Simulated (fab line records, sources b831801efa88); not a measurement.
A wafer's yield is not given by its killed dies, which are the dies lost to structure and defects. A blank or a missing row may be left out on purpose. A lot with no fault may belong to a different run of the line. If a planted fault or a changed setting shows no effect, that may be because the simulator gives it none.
Struck lot and sound lot, side by side / flow sky130 / 21 steps out of a route of 708
Sound: the wafers L812.2, L812.3, L812.4. Struck: wafer L803.6 (left out: L803.1, a lot-mate that was not struck); the cause follows at the end.
Per side, at each step with rows, come the tool, then ch with its chambers, and then its first start. Under that, the readings that differ: sound wafers / struck wafers / difference of the means / sigmas: that difference in standard deviations of wafers without a fault.
alike: words and numbers the same on both sides, and readings whose means are apart by under 2 such deviations; not compared: readings that were withheld, readings missing a value for some wafer, numbers with overlapping values and no deviation given by the record, and bounds like >300 which may hide the same value.
Wherever a step has rows on one side only, a row that says differs or no value, or a row with sigmas, the two part there. Numbers that have no deviation but don't overlap get no sigmas and don't part them. A reading that every wafer of one side lacks parts them only if that side has two wafers or more.

first, 1 step without rows for these wafers: SKY_LDD_LDN_IMPLANT_11.
SKY_LDD_LDN_STRIP_12: strips in O2/N2.
  sound on plasma-asher-01 ch 0,1, day 28 05:55; struck on plasma-asher-03 ch 0, day 25 08:10
  alike: drypump-motor-current-A, oes-product-au, strip-time-to-endpoint-s
  not compared: rf-hours-counter-h
SKY_LDD_LDN_TW_MEAS_13:
  struck on film-metro-01, day 25 08:16; sound on film-metro-04, day 28 06:02
  alike: LDD_LDN_TW
then, 2 steps without rows for these wafers: SKY_LDD_LDN_CLEAN_14 (cleans in SC1/SC2, time 150 s); SKY_SPACER_CVD_00 (deposits Si3N4 from DCS/NH3, target thk 43.1 nm, time 740 s).
SKY_SPACER_THK_MEAS_01:
  struck on film-metro-01, day 25 10:17; sound on film-metro-04, day 28 07:21
reading=SPACER_CVD_00_THK (nm); sound=42.6 42.6 42.6; struck=43.5; difference=+0.9; sigmas=+2
SKY_SPACER_ETCHBACK_02: etches Si3N4 in CH3F/O2, stops on SiO2, time 46.7 s, target depth 45 nm.
  sound on rie-diel-04 ch 0,2,3, day 28 07:24; struck on rie-diel-02 ch 0, day 25 10:20
  alike: drypump-motor-current-A, oes-product-au, throttle-valve-pct
  not compared: rf-hours-counter-h
then, 5 steps without rows for these wafers: SKY_POLY_CUT_DEHYDRATE_00 (time 60 s); SKY_POLY_CUT_HMDS_01 (prime time 60 s); SKY_POLY_CUT_COAT_02 (resist thk 60 nm); SKY_POLY_CUT_COAT_03 (resist thk 450 nm); SKY_POLY_CUT_SOFTBAKE_04 (time 90 s).
SKY_POLY_CUT_EXPOSE_05: exposes mask NPCM, target cd 270 nm.
  sound on krf-scanner-01 ch 0, day 28 21:50; struck on krf-scanner-02 ch 0, day 26 01:23
  alike: mask
then, 2 steps without rows for these wafers: SKY_POLY_CUT_PEB_06; SKY_POLY_CUT_DEVELOP_07 (develop time 60 s).
SKY_POLY_CUT_CD_MEAS_08: target cd 270 nm.
  struck on cd-sem-01, day 26 15:49; sound on cd-sem-02, day 29 11:34
reading=cd-nm (nm); sound=271.8 271.1 271.4; struck=260.3; difference=-11.1; sigmas=-9
SKY_POLY_CUT_OVL_MEAS_09:
  struck on overlay-02, day 26 15:56; sound on overlay-01, day 29 11:41
  alike: POLY_CUT_OVL
SKY_POLY_CUT_ETCH_10: etches BARC in N2/H2, stops on SiO2, time 45.9 s, target depth 60 nm.
  sound on rie-diel-03 ch 0,2,3, day 29 11:43; struck on rie-diel-03 ch 0, day 26 15:59
reading=model.POLY_CUT.cd-nm (nm); sound=271.4 271 271.4; struck=259.2; difference=-12.1; sigmas=
  alike: drypump-motor-current-A, h2-flow-sccm, oes-product-au, throttle-valve-pct
  not compared: rf-hours-counter-h
SKY_POLY_CUT_ETCH_11: etches Si3N4 in CF4/CH2F2/Ar, stops on poly-Si, time 42.5 s, target depth 60 nm.
  sound on rie-diel-03 ch 0,2,3, day 29 11:45; struck on rie-diel-03 ch 0, day 26 16:01
reading=model.POLY_CUT.cd-nm (nm); sound=271.5 271.1 271.4; struck=259.1; difference=-12.2; sigmas=
  alike: drypump-motor-current-A, oes-product-au, throttle-valve-pct
  not compared: rf-hours-counter-h
SKY_POLY_CUT_STRIP_12: strips in O2/N2.
  sound on plasma-asher-01 ch 0,1, day 29 11:47; struck on plasma-asher-02 ch 0, day 26 16:04
reading=strip-time-to-endpoint-s (s); sound=5.369 5.351 5.367; struck=5.327; difference=-0.035; sigmas=-2
  alike: drypump-motor-current-A, oes-product-au
  not compared: rf-hours-counter-h
SKY_PAD_OPEN_PROBE_99:
  rows exist in the record for the sound wafers here (prober-02, day 49 09:13), none for the struck ones

## WHERE THEY PART
Earliest at SKY_SPACER_THK_MEAS_01; latest, in this record, at SKY_PAD_OPEN_PROBE_99.

WHY: what the simulator had put in
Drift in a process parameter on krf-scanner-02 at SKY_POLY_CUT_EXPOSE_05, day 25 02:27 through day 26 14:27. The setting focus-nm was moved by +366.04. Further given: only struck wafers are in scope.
